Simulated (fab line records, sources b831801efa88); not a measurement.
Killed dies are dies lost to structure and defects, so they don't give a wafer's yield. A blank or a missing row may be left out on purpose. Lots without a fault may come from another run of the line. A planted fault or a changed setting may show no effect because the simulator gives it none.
A struck lot beside a sound one | flow gf180mcu | 17 steps out of a route of 602
Sound: wafers L620.3, L620.4, L620.5. Struck: wafer L621.2. (L621.4, L621.6 of the same lot were not struck and are left out.) The cause comes at the end.
At each step with rows: each side's tool, then ch and its chambers, then its first start. Under that, the readings that differ: sound wafers | struck wafers | difference of the means | sigmas: that difference in standard deviations of wafers without a fault.
alike: readings whose means differ by less than 2 such deviations, and words and numbers that are the same on both sides. not compared: withheld readings, readings that some wafer has no value for, bounds like >300 that may hide the same value, and numbers for which the record gives no deviation and whose values overlap.
The two part at a step that has a row with sigmas, a row that says differs or no value, or rows on one side only. Numbers that don't overlap but have no deviation are shown without sigmas and don't part them. A reading that every wafer of one side lacks parts them only if that side has two wafers or more.

first, 2 steps without rows for these wafers: GF_CONTACT_PEB_12 (peb time 90 s); GF_CONTACT_DEVELOP_13 (develop time 60 s).
GF_CONTACT_CD_MEAS_14: target cd 220 nm.
  sound on cd_sem-02, day 17 05:08; struck on cd_sem-02, day 18 00:10
  alike: cd_nm
GF_CONTACT_OVL_MEAS_15:
  sound on overlay-01, day 17 05:13; struck on overlay-02, day 18 00:16
  alike: CONTACT_OVL
GF_CONTACT_ETCH_16: etches BARC in N2/H2.
  sound on rie_diel-02 ch 0,2, day 17 05:15; struck on rie_diel-03 ch 0, day 18 00:18
  alike: drypump_motor_current_A, oes_product_au, throttle_valve_pct
then, 1 step without rows for these wafers: GF_CONTACT_ETCH_17 (etches SiO2 in C4F8/O2/Ar, stops on CoSi2, target depth 860 nm).
GF_CONTACT_STRIP_18: strips in O2/N2.
  sound on plasma_asher-04 ch 0,1, day 17 05:26; struck on plasma_asher-03 ch 0, day 18 00:28
  reading                | sound | struck | difference                   | sigmas
  rf_hours_counter_h (h) | - - - | 63     | no value on the sound wafers |
  alike: drypump_motor_current_A, heater_power_w, oes_product_au
then, 3 steps without rows for these wafers: GF_CONTACT_CLEAN_19 (cleans in SPM); GF_CONTACT_CLEAN_20 (cleans in DIW); GF_CONTACT_CLEAN_21 (cleans in dHF, time 20 s).
GF_CONTACT_SPUTTER_22: material Ti, target thk 15 nm, time 80.02 s.
  sound on pvd_sputter-01, day 17 05:43; struck on pvd_sputter-03, day 18 00:46
  alike: substrate_temp_c, throttle_valve_pct
GF_CONTACT_SPUTTER_23: material TiN, target thk 10 nm, time 40 s.
  sound on pvd_sputter-01, day 17 05:46; struck on pvd_sputter-03, day 18 00:49
  alike: throttle_valve_pct
GF_CONTACT_CVD_24: deposits W, target thk 300 nm, time 90.339 s.
  sound on cvd_w-02 ch 0,1, day 17 05:50; struck on cvd_w-02 ch 0, day 18 00:52
  reading                               | sound             | struck | difference | sigmas
  model.W_of_CONTACT_CVD_24.thk_nm (nm) | 299.1 300.1 299.3 | 310.4  | +10.9      |
  alike: heater_power_w
GF_CONTACT_RS_MEAS_25: measures by four-point-probe.
  sound on film_metro-04, day 17 05:57; struck on film_metro-04, day 18 00:59
  reading               | sound             | struck | difference | sigmas
  CONTACT_W_RS (ohm/sq) | 0.384 0.382 0.383 | 0.369  | -0.014     | -3
GF_CONTACT_THK_MEAS_26: measures by xrf.
  sound on film_metro-04, day 17 06:03; struck on film_metro-04, day 18 01:05
  alike: CONTACT_W_THK
GF_CONTACT_CMP_27: polishes, stops on SiO2, t overpolish 15 s, target thk 0 nm.
  sound on cmp-02 ch 0,1,3, day 17 06:08; struck on cmp-01 ch 0, day 18 01:11
  reading                    | sound             | struck | difference | sigmas
  slurry_filter_dp_kPa (kPa) | 13.64 13.48 13.51 | 13.19  | -0.35      | -3
  time_to_endpoint_s (s)     | 74.7 71.4 72.7    | 81.6   | +8.7       | +3
  alike: motor_current_A, overpolish_run_s, platen_rpm
GF_PASSIVATION_PROBE_99:
  the record has rows for the sound wafers here (prober-01, day 30 00:31) and none for the struck ones

WHERE THEY PART
First at GF_CONTACT_STRIP_18; last, within this record, at GF_PASSIVATION_PROBE_99.

WHY: what the simulator had put in
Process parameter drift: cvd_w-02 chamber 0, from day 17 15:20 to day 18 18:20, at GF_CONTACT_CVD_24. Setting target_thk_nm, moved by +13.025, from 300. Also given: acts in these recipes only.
